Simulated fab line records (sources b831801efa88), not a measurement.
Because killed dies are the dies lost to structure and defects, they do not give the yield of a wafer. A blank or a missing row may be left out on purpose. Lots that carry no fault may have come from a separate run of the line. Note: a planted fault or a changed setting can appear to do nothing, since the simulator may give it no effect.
Which tool is to blame? | flow sfqLine | Sampling: 7 lots, 21 wafers, 3 of 325 route steps

## WHAT EACH GAUGE READ, for each wafer
SFQ_I7_OVL_MEAS_947.
lot  | measured     | on         | I7_OVL (nm)
L246 | day 87 06:40 | overlay-02 | -5 0 -2
L250 | day 89 04:31 | overlay-01 | -4 -7 -5
L254 | day 89 17:43 | overlay-01 | -8 -11 -9
L256 | day 90 02:07 | overlay-02 | 6 2 6
L259 | day 91 00:36 | overlay-02 | 2 -9 -9
L261 | day 91 03:30 | overlay-01 | 5 9 13
L264 | day 92 10:16 | overlay-02 | -9 -5 -14

## EACH LOT AND THE TOOL THAT RAN IT (in order: tool; ch and the chambers of the sampled wafers; start)
lot  | SFQ_TRILAYER_C5_STRIP_STRIP_155  | SFQ_TRILAYER_M7_BARC_OPEN_METAL_ETCH_229
L246 | rieMetal-04 ch 0,1, day 68 16:21 | rieMetal-02 ch 0,1, day 82 18:44
L250 | rieMetal-04 ch 0,1, day 70 10:53 | rieMetal-02 ch 0,1, day 84 10:41
L254 | rieMetal-02 ch 0,1, day 75 07:33 | rieMetal-03 ch 0,1, day 84 23:53
L256 | rieMetal-01 ch 0,1, day 76 20:20 | rieMetal-03 ch 0,1, day 85 17:53
L259 | rieMetal-01 ch 0,1, day 77 23:56 | rieMetal-01 ch 0,1, day 86 20:17
L261 | rieMetal-01 ch 0,1, day 78 21:32 | rieMetal-01 ch 0,1, day 87 16:18
L264 | rieMetal-01 ch 1, day 79 14:28   | rieMetal-01 ch 0, day 92 01:53
- SFQ_TRILAYER_C5_STRIP_STRIP_155: strips in O2.
- SFQ_TRILAYER_M7_BARC_OPEN_METAL_ETCH_229: etches BARC in O2, target depth 125 nm, time 41.7 s.

## THE ANSWER, worked out from the rows above alone
Rule: the lots themselves supply what counts as usual. Put in order of their means at a reading, lots are off if they are a third of the lots or fewer, leave a main group of 4 or more, and stand apart from it by a gap of 3 or more times the standard deviation of the main group's means; of several such gaps the widest counts. A main group whose means are all the same, to the digits that the tables above print for the reading, isn't used. A lot without any number at a reading at which 4 lots or more have one is off too. The other lots that the step has rows for count as sound.
No lot is off at any reading shown: from this, nothing can be told.

## WHAT THE SIMULATOR HAD INSERTED
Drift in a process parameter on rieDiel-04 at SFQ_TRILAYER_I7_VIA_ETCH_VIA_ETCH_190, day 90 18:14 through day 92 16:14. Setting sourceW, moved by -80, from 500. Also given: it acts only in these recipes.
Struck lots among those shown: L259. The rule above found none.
